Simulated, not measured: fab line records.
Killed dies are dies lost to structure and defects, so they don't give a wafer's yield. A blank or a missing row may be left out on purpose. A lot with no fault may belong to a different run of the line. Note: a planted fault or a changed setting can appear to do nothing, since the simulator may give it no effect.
fab line records	flow sky130
record: lots: 12	wafers: 36	lastDay: 50
route steps=708 shown VIA1@482 METAL2@487 PAD_OPEN@708
lots with no fault: from the same line, run without faults
startH: the number of hours between the record's first day and the start of the first shown wafer of the lot	waitH: hours from the lot's prior step to this one	" same as the row above	L1.1+2: a row that stands for several wafers	- no value present, or no start provided	* or withheld: withheld	< > ~ a bound
route shown NAME@n: a module of which the file shows steps, and the number in the route of the first	usual: the fault-free wafers' mean and standard deviation	same: alike in all rows	chamber/n: place in a boat	sites: per-site readings	_std_site: standard deviation of those values	_edge_site: inner sites' mean taken away from outer sites' mean	radiusMm: how far each site lies from the wafer's centre	mask NAME#n: copy n	behind: the most recent tool/chamber to have shaped the wafer	hold: why the lot went on hold/how many hours it stayed there/how the hold came to an end	device: which transistor (n, p or np) failed to switch	end of line: at the end of the route, the tests of the same wafers	a step given without rows: its recipe and nothing more	killed: the dies lost at the first sort to structure and to defects; this is not the yield of the wafer	map: a wafer's dies, x killed, . not, _ none there
set.NAME: the setting that was run; set.NAME@STEP: the one run at that earlier step	model.NAME: the simulator's own value behind a step, which no gauge read
one table for each step of the route and one row for each wafer, over a sample of lots
services: from which hour (startH, from the record's first day; less than 0 if before it) a tool's chamber was out of use, for how many hours, and why
== steps ==
step: SKY_VIA1_CMP_24
recipe: stopOn: SiO2	tOverpolishS: 15	downForcePsi: 3.5	platenRpm: 60	targetThkNm: 0	padVelocityMS: 0.94248
usual: motorCurrentA: 11.1/1.1	overpolishRunS: 15.000/0.0099	timeToEndpointS: 65/5.7
lot.wafer	tool	chamber	startH	waitH	motorCurrentA	overpolishRunS	timeToEndpointS
L369.2	cmp-02	0	791.52	0.0	10.7	14.995	64
L369.4	"	3	"	"	12.9	15.004	74
L369.5	"	0	"	"	10.9	14.996	66
L370.4	cmp-01	1	801.89	0.1	10.7	15.003	61
L370.3	"	2	"	"	11.5	14.990	72
L370.6	"	3	"	"	10.5	15.010	72
L371.3	cmp-01	0	809.26	0.0	11.5	14.996	62
L371.2	"	2	"	"	10.9	14.996	69
L371.4	"	3	"	"	10.8	14.988	70
L373.3	cmp-02	3	829.08	0.1	13.3	15.006	76
L373.5	"	1	"	"	11.1	15.018	71
L373.6	"	2	"	"	9.5	15.007	62
L375.3	cmp-01	0	839.64	0.0	10.8	14.983	62
L375.2	"	1	"	"	10.2	14.994	58
L375.5	"	0	"	"	12.2	15.007	62
L376.1	cmp-01	2	852.44	0.1	11.2	15.001	68
L376.5	"	1	"	"	10.4	15.005	59
L376.6	"	2	"	"	11.2	15.009	69
L381.1	cmp-02	3	897.63	0.2	13.0	14.991	67
L381.5	"	0	"	"	11.2	14.999	56
L381.6	"	1	"	"	11.5	15.018	62
L382.4	cmp-01	2	903.54	0.0	11.4	15.007	75
L382.2	"	3	"	"	10.6	14.997	76
L382.1	"	1	"	"	10.2	14.997	59
L386.1	cmp-01	0	925.70	0.1	12.2	14.988	61
L386.4	"	2	"	"	11.7	14.992	69
L386.5	"	0	"	"	12.1	15.002	62
L385.2	cmp-02	2	926.47	0.0	9.5	15.018	59
L385.3	"	1	"	"	12.1	15.011	67
L385.5	"	2	"	"	9.4	14.996	63
L388.1	cmp-02	2	938.84	0.1	9.2	14.997	59
L388.2	"	0	"	"	10.4	15.000	63
L388.5	"	1	"	"	11.2	14.997	68
L391.3	cmp-01	1	957.82	0.1	10.5	14.972	56
L391.2	"	2	"	"	11.8	15.013	67
L391.1	"	3	"	"	10.7	15.009	69
step: SKY_METAL2_SPUTTER_04
recipe: material: TiN	targetThkNm: 70	powerW: 6500	timeS: 58.3	chamberPressurePa: 0.4
usual: throttleValvePct: 30.8/0.88
lot.wafer	tool	chamber	startH	waitH	throttleValvePct
L369.2	pvdSputter-03	-	791.91	0.0	29.8
L369.4	"	-	"	"	31.8
L369.5	"	-	"	"	29.2
L370.3	pvdSputter-03	-	802.18	0.0	29.1
L370.4	"	-	"	"	29.9
L370.6	"	-	"	"	29.0
L371.2	pvdSputter-03	-	809.65	0.0	31.7
L371.3	"	-	"	"	29.9
L371.4	"	-	"	"	30.8
L373.3	pvdSputter-04	-	829.37	0.0	30.8
L373.5	"	-	"	"	31.3
L373.6	"	-	"	"	31.2
L375.2	pvdSputter-04	-	840.03	0.0	31.6
L375.3	"	-	"	"	30.6
L375.5	"	-	"	"	31.6
L376.1	pvdSputter-03	-	852.78	0.0	31.0
L376.5	"	-	"	"	30.9
L376.6	"	-	"	"	31.6
L381.1	pvdSputter-02	-	897.87	0.0	30.8
L381.5	"	-	"	"	30.9
L381.6	"	-	"	"	30.8
L382.1	pvdSputter-03	-	903.93	0.0	29.7
L382.2	"	-	"	"	31.0
L382.4	"	-	"	"	32.0
L386.1	pvdSputter-02	-	926.04	0.0	30.9
L386.4	"	-	"	"	31.6
L386.5	"	-	"	"	31.2
L385.2	pvdSputter-03	-	926.86	0.0	29.0
L385.3	"	-	"	"	31.8
L385.5	"	-	"	"	30.8
L388.1	pvdSputter-04	-	939.18	0.0	31.1
L388.2	"	-	"	"	31.8
L388.5	"	-	"	"	30.8
L391.1	pvdSputter-03	-	958.16	0.0	31.1
L391.2	"	-	"	"	29.8
L391.3	"	-	"	"	28.8
step: SKY_METAL2_COAT_10
recipe: resist: KrF-thick	spinRpm: 3000	resistThkNm: 447.1
usual: spinSpeedRpm: 3000.0/2
lot.wafer	tool	chamber	startH	waitH	spinSpeedRpm
L369.2	lithoTrack-01	0	804	-	3001.1
L369.4	"	0	"	"	3000.2
L369.5	"	0	"	"	2999.9
L370.3	lithoTrack-04	0	816	-	2998.7
L370.4	"	0	"	"	3002.0
L370.6	"	0	"	"	2998.8
L371.2	lithoTrack-01	0	822	-	3005.0
L371.3	"	0	"	"	3002.2
L371.4	"	0	"	"	3001.1
L373.3	lithoTrack-04	0	842	-	2996.6
L373.5	"	0	"	"	3004.0
L373.6	"	0	"	"	3003.2
L375.2	lithoTrack-02	0	852	-	3002.7
L375.3	"	0	"	"	3000.6
L375.5	"	0	"	"	2998.5
L376.1	lithoTrack-02	0	865	-	2998.2
L376.5	"	0	"	"	2998.1
L376.6	"	0	866	-	3000.9
L381.1	lithoTrack-02	0	910	-	2752.5
L381.5	"	0	"	"	2753.3
L381.6	"	0	"	"	2753.8
L382.1	lithoTrack-02	0	917	-	2757.6
L382.2	"	0	"	"	2752.5
L382.4	"	0	"	"	2754.6
L386.1	lithoTrack-01	0	938	-	3001.9
L386.4	"	0	"	"	2999.0
L386.5	"	0	"	"	2999.5
L385.2	lithoTrack-01	0	939	-	2998.8
L385.3	"	0	"	"	2999.2
L385.5	"	0	"	"	2998.2
L388.1	lithoTrack-01	0	951	-	3000.0
L388.2	"	0	"	"	2998.9
L388.5	"	0	"	"	3000.4
L391.1	lithoTrack-01	0	970	-	3003.3
L391.2	"	0	"	"	3001.9
L391.3	"	0	"	"	3000.3
step: SKY_METAL2_OVL_MEAS_16
usual: METAL2_OVL: -3/4.5
lot.wafer	tool	chamber	startH	waitH	METAL2_OVL[nm]
L369.2	overlay-01	-	818.39	0.1	2
L369.4	"	-	"	"	-3
L369.5	"	-	"	"	6
L370.3	overlay-01	-	829.25	0.1	0
L370.4	"	-	"	"	7
L370.6	"	-	"	"	2
L371.2	overlay-02	-	836.24	0.1	1
L371.3	"	-	"	"	2
L371.4	"	-	"	"	3
L373.3	overlay-01	-	855.31	0.1	-10
L373.5	"	-	"	"	-2
L373.6	"	-	"	"	3
L375.2	overlay-01	-	865.84	0.1	-4
L375.3	"	-	"	"	-3
L375.5	"	-	"	"	0
L376.1	overlay-01	-	878.40	0.1	2
L376.5	"	-	"	"	2
L376.6	"	-	"	"	1
L381.1	overlay-01	-	923.38	0.1	0
L381.5	"	-	"	"	1
L381.6	"	-	"	"	-6
L382.1	overlay-02	-	929.28	0.1	-3
L382.2	"	-	"	"	-3
L382.4	"	-	"	"	-3
L386.1	overlay-02	-	950.60	0.1	1
L386.4	"	-	"	"	-6
L386.5	"	-	"	"	3
L385.2	overlay-02	-	951.21	0.1	-8
L385.3	"	-	"	"	-2
L385.5	"	-	"	"	1
L388.1	overlay-02	-	963.60	0.1	-4
L388.2	"	-	"	"	-4
L388.5	"	-	"	"	-6
L391.1	overlay-02	-	983.25	0.1	-3
L391.2	"	-	"	"	-1
L391.3	"	-	"	"	-6
step: SKY_METAL2_STRIP_20
recipe: chemistry: O2/N2	powerW: 1400	pressureMtorr: 1500	platenTempC: withheld	o2FlowSccm: 3000	n2FlowSccm: 300	overashFraction: 0.5
usual: drypumpMotorCurrentA: 5.6/0.32	oesProductAu: 0.340/0.0055	stripTimeToEndpointS: 2.62/0.067
lot.wafer	tool	chamber	startH	waitH	drypumpMotorCurrentA	oesProductAu	rfHoursCounterH	stripTimeToEndpointS
L369.2	plasmaAsher-03	0	818.79	0.1	5.6	0.337	36	2.56
L369.4	"	1	"	"	5.1	0.330	-	2.56
L369.5	"	0	"	"	5.6	0.339	-	2.57
L370.3	plasmaAsher-02	0	829.49	0.1	5.7	0.343	-	2.72
L370.4	"	1	"	"	5.5	0.342	-	2.71
L370.6	"	0	"	"	5.7	0.338	-	2.73
L371.2	plasmaAsher-03	1	836.46	0.1	5.1	0.335	37	2.58
L371.3	"	1	"	"	5.2	0.334	-	2.61
L371.4	"	0	"	"	5.7	0.339	-	2.68
L373.3	plasmaAsher-03	1	855.55	0.1	5.2	0.343	-	2.69
L373.5	"	1	"	"	5.1	0.335	-	2.68
L373.6	"	0	"	"	5.6	0.346	-	2.69
L375.2	plasmaAsher-02	1	866.06	0.1	5.5	0.347	109	2.61
L375.3	"	1	"	"	5.5	0.331	-	2.49
L375.5	"	0	"	"	5.7	0.342	-	2.63
L376.1	plasmaAsher-02	0	878.62	0.1	5.7	0.338	110	2.57
L376.5	"	1	"	"	5.5	0.331	-	2.66
L376.6	"	0	"	"	5.7	0.334	-	2.55
L381.1	plasmaAsher-04	0	923.60	0.1	6.2	0.354	18	2.93
L381.5	"	0	"	"	6.2	0.352	-	2.90
L381.6	"	1	"	"	5.8	0.349	-	2.91
L382.1	plasmaAsher-03	1	929.50	0.1	5.2	0.350	47	2.91
L382.2	"	0	"	"	5.6	0.345	47	2.86
L382.4	"	1	"	"	5.1	0.355	-	2.92
L386.1	plasmaAsher-02	0	951.00	0.1	5.7	0.332	116	2.53
L386.4	"	0	"	"	5.7	0.340	-	2.53
L386.5	"	0	"	"	5.7	0.334	-	2.51
L385.2	plasmaAsher-04	1	951.42	0.1	5.8	0.338	20	2.61
L385.3	"	0	"	"	6.2	0.346	-	2.61
L385.5	"	1	"	"	5.8	0.325	-	2.53
L388.1	plasmaAsher-03	0	964.01	0.1	5.7	0.341	51	2.68
L388.2	"	1	"	"	5.1	0.350	51	2.68
L388.5	"	1	"	"	5.1	0.349	-	2.65
L391.1	plasmaAsher-04	0	983.47	0.1	6.2	0.338	24	2.60
L391.2	"	1	"	"	5.8	0.344	24	2.57
L391.3	"	0	"	"	6.2	0.339	-	2.62
step: SKY_PAD_OPEN_PROBE_99
usual: defectLimitedYield: 82.4/1.9	killed_at_M0_to_M3: 42/7.1	killed_at_M4_up: 3.0/1.7	killedAtContacts: 25/5	killedAtFrontEnd: 16/4.4	killedAtOther: 0.5/1.4	killedDies: 87/9.2	killedOpen: 47/6.2	killedShort: 39/6.6	sort_bin_3_pad_short: 0.9/0.46	sort_bin_5_function: 10.3/1.6	sort_bin_6_memory: 6.4/0.99	sortNPass: 405/9.2	sortYieldPct: 82.4/1.9
same: grossDies: 492	killedAtBackSide: 0	sort_bin_4_leakage[%]: 0	sort_bin_8_speed[%]: 0
lot.wafer	tool	chamber	startH	waitH	defectLimitedYield[%]	killed_at_M0_to_M3	killed_at_M4_up	killedAtContacts	killedAtFrontEnd	killedAtOther	killedDies	killedOpen	killedShort	sort_bin_3_pad_short[%]	sort_bin_5_function[%]	sort_bin_6_memory[%]	sortNPass	sortYieldPct[%]
L369.2	prober-02	-	1073.90	0.1	78.9	52	2	32	18	0	104	63	39	1.0	13.6	6.5	388	78.9
L369.4	prober-02	-	1074.00	0.2	81.5	45	5	28	12	1	91	47	44	1.0	11.6	5.9	401	81.5
L369.5	prober-02	-	1074.05	0.2	85.0	38	3	18	15	0	74	47	27	1.0	9.6	4.5	418	85.0
L370.3	prober-01	-	1080.73	0.2	82.7	28	4	29	16	8	85	43	35	2.4	7.9	6.9	407	82.7
L370.4	prober-01	-	1080.78	0.2	79.9	48	6	29	14	2	99	56	41	1.4	11.8	6.9	393	79.9
L370.6	prober-01	-	1080.88	0.2	81.9	44	2	24	19	0	89	47	41	1.0	11.6	5.5	403	81.9
L371.2	prober-02	-	1086.67	0.1	83.3	34	5	29	13	1	82	43	38	0.8	8.7	7.1	410	83.3
L371.4	prober-02	-	1086.77	0.2	82.5	39	1	27	19	0	86	52	33	1.2	10.0	6.3	406	82.5
L373.3	prober-02	-	1103.05	0.2	83.3	42	0	23	17	0	82	45	36	0.6	10.0	6.1	410	83.3
L373.5	prober-02	-	1103.15	0.2	81.9	49	3	21	15	1	89	46	43	1.0	9.1	7.9	403	81.9
L373.6	prober-02	-	1103.20	0.2	79.9	49	4	28	18	0	99	47	52	0.4	12.4	7.3	393	79.9
L375.2	prober-01	-	1110.34	0.1	79.9	56	3	18	20	2	99	51	46	1.2	14.2	4.7	393	79.9
L375.3	prober-01	-	1110.39	0.2	83.3	44	2	26	10	0	82	51	31	0.6	9.1	6.9	410	83.3
L376.1	prober-01	-	1121.09	0.1	82.9	35	4	27	18	0	84	39	45	0.6	10.8	5.7	408	82.9
L376.5	prober-01	-	1121.29	0.2	84.3	30	4	25	18	0	77	36	41	1.2	9.8	4.7	415	84.3
L376.6	prober-01	-	1121.34	0.2	81.7	46	5	18	21	0	90	46	42	1.0	10.2	7.1	402	81.7
L381.1	prober-01	-	1152.89	0.1	82.1	44	2	24	18	0	88	51	36	1.2	11.2	5.5	404	82.1
L381.5	prober-01	-	1153.09	0.2	86.2	30	5	18	14	1	68	42	25	0	8.3	5.5	424	86.2
L381.6	prober-01	-	1153.14	0.2	80.9	46	4	25	19	0	94	50	41	1.0	12.4	5.7	398	80.9
L382.1	prober-01	-	1158.49	0.1	82.5	52	3	22	9	0	86	48	38	1.0	9.6	6.9	406	82.5
L382.2	prober-01	-	1158.54	0.1	87.0	35	3	15	10	1	64	28	36	1.0	6.7	5.3	428	87.0
L382.4	prober-01	-	1158.64	0.2	83.7	35	1	24	20	0	80	49	30	1.2	8.9	6.1	412	83.7
L386.1	prober-02	-	1175.95	0.1	80.3	43	1	30	23	0	97	49	45	1.2	11.2	7.3	395	80.3
L386.4	prober-02	-	1176.10	0.2	83.9	45	2	21	11	0	79	41	38	0.4	9.3	6.3	413	83.9
L386.5	prober-02	-	1176.15	0.2	81.7	45	5	21	19	0	90	45	45	0.4	12.2	5.7	402	81.7
L385.2	prober-01	-	1175.98	0.1	83.9	35	2	28	14	0	79	46	31	1.4	7.5	7.1	413	83.9
L385.3	prober-01	-	1176.03	0.2	83.5	43	1	24	13	0	81	42	39	1.2	7.9	7.3	411	83.5
L385.5	prober-01	-	1176.13	0.2	82.3	41	5	25	16	0	87	37	50	1.6	10.6	5.5	405	82.3
L388.1	prober-02	-	1179.60	0.1	80.3	47	3	26	21	0	97	44	53	0.2	11.6	7.9	395	80.3
L388.2	prober-02	-	1179.65	0.1	80.9	46	4	30	14	0	94	53	41	0.8	12.0	6.3	398	80.9
L388.5	prober-02	-	1179.80	0.2	79.3	42	8	30	22	0	102	48	54	1.2	12.6	6.9	390	79.3
L391.1	prober-01	-	1194.80	0.1	83.9	31	3	32	13	0	79	41	38	0.8	7.3	7.9	413	83.9
L391.2	prober-01	-	1194.85	0.1	83.5	37	4	31	9	0	81	46	35	1.0	8.3	7.1	411	83.5
killed by level:class
L369.2 VIA1:geometricParticle:open=18 CONTACT:geometricParticle:open=12 LI_CONTACT:geometricParticle:open=8 VIA2:geometricParticle:open=7 CONTACT:geometricParticle:short=6 VIA3:geometricParticle:open=6 POLY_GATE:geometricParticle:short=5 VIA1:geometricParticle:short=5
L369.4 CONTACT:geometricParticle:open=14 VIA1:geometricParticle:open=11 VIA1:geometricParticle:short=10 FIELD_ISO:geometricParticle:open=5 METAL2:geometricParticle:short=5 METAL4:geometricParticle:short=5 LI_CONTACT:geometricParticle:open=4 LOCAL_INTERCONNECT:geometricParticle:short=4
L369.5 VIA1:geometricParticle:open=10 CONTACT:geometricParticle:open=9 VIA3:geometricParticle:open=6 LI_CONTACT:geometricParticle:open=5 METAL2:geometricParticle:short=5 VIA2:geometricParticle:open=5 METAL3:geometricParticle:short=4 FIELD_ISO:geometricParticle:short=3
L370.3 CONTACT:geometricParticle:open=11 LI_CONTACT:geometricParticle:open=9 CAP2M:areaEtch=7 METAL2:geometricParticle:short=6 POLY_GATE:geometricParticle:short=5 POLY_GATE:geometricParticle:open=5 VIA1:geometricParticle:open=5 CONTACT:geometricParticle:short=4
L370.4 CONTACT:geometricParticle:open=12 LI_CONTACT:geometricParticle:open=9 VIA3:geometricParticle:open=9 VIA1:geometricParticle:open=8 METAL1:geometricParticle:short=8 METAL2:geometricParticle:short=6 METAL4:geometricParticle:short=5 POLY_GATE:geometricParticle:short=4
L370.6 VIA1:geometricParticle:open=13 CONTACT:geometricParticle:open=7 METAL1:geometricParticle:short=7 POLY_GATE:geometricParticle:short=6 LOCAL_INTERCONNECT:geometricParticle:short=6 CONTACT:geometricParticle:short=5 FIELD_ISO:geometricParticle:open=5 VIA3:geometricParticle:open=4
L371.2 CONTACT:geometricParticle:open=10 CONTACT:geometricParticle:short=6 LI_CONTACT:geometricParticle:open=6 VIA2:geometricParticle:open=6 METAL2:geometricParticle:short=5 METAL1:geometricParticle:short=4 METAL2:geometricParticle:open=4 VIA3:geometricParticle:open=4
L371.4 VIA1:geometricParticle:open=11 CONTACT:geometricParticle:open=11 FIELD_ISO:geometricParticle:short=7 LI_CONTACT:geometricParticle:open=6 VIA2:geometricParticle:open=6 FIELD_ISO:geometricParticle:open=5 LOCAL_INTERCONNECT:geometricParticle:short=5 METAL1:geometricParticle:short=5
L373.3 CONTACT:geometricParticle:open=9 VIA1:geometricParticle:open=9 METAL2:geometricParticle:short=7 POLY_GATE:geometricParticle:short=6 LI_CONTACT:geometricParticle:open=6 METAL1:geometricParticle:short=6 VIA2:geometricParticle:open=5 FIELD_ISO:geometricParticle:open=4
L373.5 VIA3:geometricParticle:open=12 VIA1:geometricParticle:open=8 LI_CONTACT:geometricParticle:short=7 CONTACT:geometricParticle:open=7 METAL2:geometricParticle:short=7 METAL1:geometricParticle:short=6 FIELD_ISO:geometricParticle:open=4 POLY_GATE:geometricParticle:open=4
L373.6 METAL1:geometricParticle:short=12 LI_CONTACT:geometricParticle:open=12 VIA1:geometricParticle:open=9 FIELD_ISO:geometricParticle:short=8 VIA3:geometricParticle:open=7 CONTACT:geometricParticle:open=6 VIA2:geometricParticle:open=6 LOCAL_INTERCONNECT:geometricParticle:short=5
L375.2 VIA1:geometricParticle:open=13 VIA1:geometricParticle:short=9 VIA3:geometricParticle:open=9 FIELD_ISO:geometricParticle:short=7 VIA2:geometricParticle:open=7 METAL2:geometricParticle:short=7 LI_CONTACT:geometricParticle:open=6 CONTACT:geometricParticle:open=5
L375.3 CONTACT:geometricParticle:open=12 VIA1:geometricParticle:open=8 LI_CONTACT:geometricParticle:open=7 VIA1:geometricParticle:short=7 METAL2:geometricParticle:short=7 VIA3:geometricParticle:open=6 FIELD_ISO:geometricParticle:open=4 VIA2:geometricParticle:open=4
L376.1 CONTACT:geometricParticle:open=10 METAL2:geometricParticle:short=8 FIELD_ISO:geometricParticle:short=6 CONTACT:geometricParticle:short=6 LI_CONTACT:geometricParticle:open=5 METAL1:geometricParticle:short=5 VIA1:geometricParticle:open=5 FIELD_ISO:geometricParticle:open=4
L376.5 CONTACT:geometricParticle:open=8 VIA1:geometricParticle:short=7 FIELD_ISO:geometricParticle:short=6 LI_CONTACT:geometricParticle:open=6 VIA1:geometricParticle:open=5 LOCAL_INTERCONNECT:geometricParticle:short=5 CONTACT:geometricParticle:short=5 METAL1:geometricParticle:short=4
L376.6 VIA1:geometricParticle:open=10 CONTACT:geometricParticle:open=8 METAL2:geometricParticle:short=7 VIA2:geometricParticle:open=7 POLY_GATE:geometricParticle:short=5 VIA3:geometricParticle:open=5 VIA2:geometricParticle:short=5 POLY_GATE:geometricParticle:open=4
L381.1 CONTACT:geometricParticle:open=11 VIA1:geometricParticle:short=11 VIA1:geometricParticle:open=8 METAL2:geometricParticle:short=6 VIA3:geometricParticle:open=6 FIELD_ISO:geometricParticle:open=4 POLY_GATE:geometricParticle:open=4 SPACER:geometricParticle:open=4
L381.5 CONTACT:geometricParticle:open=9 VIA1:geometricParticle:open=8 VIA2:geometricParticle:open=6 LI_CONTACT:geometricParticle:open=5 FIELD_ISO:geometricParticle:open=4 FIELD_ISO:geometricParticle:short=3 CONTACT:geometricParticle:short=3 VIA1:geometricParticle:short=3
L381.6 CONTACT:geometricParticle:open=11 VIA1:geometricParticle:open=9 METAL1:geometricParticle:short=9 VIA3:geometricParticle:open=8 LI_CONTACT:geometricParticle:open=7 FIELD_ISO:geometricParticle:short=6 METAL2:geometricParticle:short=6 POLY_GATE:geometricParticle:short=5
L382.1 VIA1:geometricParticle:open=13 LI_CONTACT:geometricParticle:open=9 VIA3:geometricParticle:open=6 VIA3:geometricParticle:short=6 CONTACT:geometricParticle:open=5 VIA2:geometricParticle:open=5 VIA1:geometricParticle:short=5 CONTACT:geometricParticle:short=4
L382.2 VIA1:geometricParticle:open=7 VIA3:geometricParticle:open=6 CONTACT:geometricParticle:open=5 VIA1:geometricParticle:short=5 METAL2:geometricParticle:short=5 LOCAL_INTERCONNECT:geometricParticle:short=4 VIA3:geometricParticle:short=4 FIELD_ISO:geometricParticle:short=3
L382.4 CONTACT:geometricParticle:open=10 VIA2:geometricParticle:open=9 VIA1:geometricParticle:open=8 FIELD_ISO:geometricParticle:open=4 POLY_GATE:geometricParticle:open=4 LI_CONTACT:geometricParticle:short=4 CONTACT:geometricParticle:short=4 FIELD_ISO:geometricParticle:short=3
L386.1 VIA2:geometricParticle:open=12 CONTACT:geometricParticle:open=11 FIELD_ISO:geometricParticle:short=7 LI_CONTACT:geometricParticle:open=7 VIA1:geometricParticle:short=7 VIA1:geometricParticle:open=6 FIELD_ISO:geometricParticle:open=5 CONTACT:geometricParticle:short=5
L385.2 CONTACT:geometricParticle:open=11 VIA1:geometricParticle:open=11 METAL2:geometricParticle:short=9 LI_CONTACT:geometricParticle:open=8 FIELD_ISO:geometricParticle:open=5 LOCAL_INTERCONNECT:geometricParticle:short=4 VIA3:geometricParticle:open=4 FIELD_ISO:geometricParticle:short=3
L385.3 CONTACT:geometricParticle:open=10 VIA3:geometricParticle:open=9 VIA1:geometricParticle:open=8 FIELD_ISO:geometricParticle:open=7 METAL1:geometricParticle:short=7 VIA1:geometricParticle:short=7 METAL2:geometricParticle:short=6 CONTACT:geometricParticle:short=5
L386.4 CONTACT:geometricParticle:open=11 VIA1:geometricParticle:open=11 VIA3:geometricParticle:open=8 FIELD_ISO:geometricParticle:short=6 METAL1:geometricParticle:short=6 METAL2:geometricParticle:short=5 VIA2:geometricParticle:open=4 VIA1:geometricParticle:short=4
L385.5 CONTACT:geometricParticle:short=7 VIA2:geometricParticle:open=7 FIELD_ISO:geometricParticle:short=6 METAL2:geometricParticle:short=6 METAL1:geometricParticle:short=6 VIA3:geometricParticle:open=6 VIA1:geometricParticle:open=6 LI_CONTACT:geometricParticle:short=4
L386.5 VIA1:geometricParticle:short=13 LI_CONTACT:geometricParticle:open=7 CONTACT:geometricParticle:open=7 VIA1:geometricParticle:open=7 METAL2:geometricParticle:short=6 VIA2:geometricParticle:open=6 METAL1:geometricParticle:short=5 FIELD_ISO:geometricParticle:open=4
L388.1 METAL1:geometricParticle:short=12 CONTACT:geometricParticle:open=10 METAL2:geometricParticle:short=8 LI_CONTACT:geometricParticle:open=7 VIA1:geometricParticle:open=7 POLY_GATE:geometricParticle:open=6 FIELD_ISO:geometricParticle:short=5 METAL3:geometricParticle:short=5
L388.2 CONTACT:geometricParticle:open=11 VIA3:geometricParticle:open=9 VIA1:geometricParticle:open=8 LI_CONTACT:geometricParticle:open=7 LI_CONTACT:geometricParticle:short=5 CONTACT:geometricParticle:short=5 VIA2:geometricParticle:open=5 METAL2:geometricParticle:short=5
L388.5 VIA1:geometricParticle:open=10 CONTACT:geometricParticle:open=9 METAL4:geometricParticle:short=8 LI_CONTACT:geometricParticle:open=7 METAL2:geometricParticle:short=7 FIELD_ISO:geometricParticle:short=5 LOCAL_INTERCONNECT:geometricParticle:short=5 METAL1:geometricParticle:short=5
L391.1 LOCAL_INTERCONNECT:geometricParticle:short=10 CONTACT:geometricParticle:open=9 VIA1:geometricParticle:open=8 LI_CONTACT:geometricParticle:open=7 VIA3:geometricParticle:open=5 FIELD_ISO:geometricParticle:open=4 VIA3:geometricParticle:short=4 POLY_GATE:geometricParticle:short=3
L391.2 LI_CONTACT:geometricParticle:open=10 VIA1:geometricParticle:open=9 CONTACT:geometricParticle:open=7 VIA3:geometricParticle:open=5 LOCAL_INTERCONNECT:geometricParticle:short=5 VIA1:geometricParticle:short=5 VIA3:geometricParticle:short=5 METAL1:geometricParticle:short=4
== services ==
tool	chamber	startH	hours	kind
cmp-02	-	792.31	1.4	repair
cmp-02	-	797.71	2.0	repair
pvdSputter-03	-	803.80	0.9	repair
plasmaAsher-02	-	805.75	3.1	repair
plasmaAsher-04	-	809.69	4.1	repair
plasmaAsher-04	-	815.51	2.8	pm
pvdSputter-03	0	839.65	-	consumableReplace:kit
pvdSputter-03	0	839.65	18.0	scheduledDown
pvdSputter-03	0	839.65	18.0	ventCycle
cmp-02	-	844.40	1.8	repair
cmp-02	-	855.19	4.2	repair
cmp-02	-	859.43	3.9	pm
cmp-01	-	860.29	2.5	repair
cmp-01	-	872.59	1.9	repair
plasmaAsher-02	-	898.92	14.6	pm
pvdSputter-02	-	903.46	4.9	repair
cmp-01	-	912.02	4.0	pm
pvdSputter-02	-	912.67	2.7	repair
cmp-01	-	916.02	-	consumableReplace:conditioner
cmp-01	-	916.02	-	consumableReplace:pad
pvdSputter-02	-	953.53	2.9	repair
plasmaAsher-03	-	956.01	2.8	pm
plasmaAsher-04	-	959.73	1.6	repair
cmp-02	-	980.09	0.9	repair
== key ==
firstSign: step: SKY_METAL2_COAT_10	reading: spinSpeedRpm	direction: down	sigmas: 99+	usual: 3000.0	struck: 2754.0
effect: step: SKY_METAL2_STRIP_20	reading: stripTimeToEndpointS	direction: up	sigmas: 4.3	usual: *	struck: *
metAt SKY_METAL2_COAT_10
struckLots L381,L382
notActingAt SKY_VIA1_CMP_24,SKY_METAL2_SPUTTER_04,SKY_METAL2_OVL_MEAS_16
onsetBetween 865 910
fault: kind: processParameterDrift	tool: lithoTrack-02	chamber: -	onsetH: 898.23	steps: SKY_METAL2_COAT_10	channel: spinRpm	offset: -246.45	shape: step	endH: 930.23	actsIn: theseRecipesOnly	stated: 3000
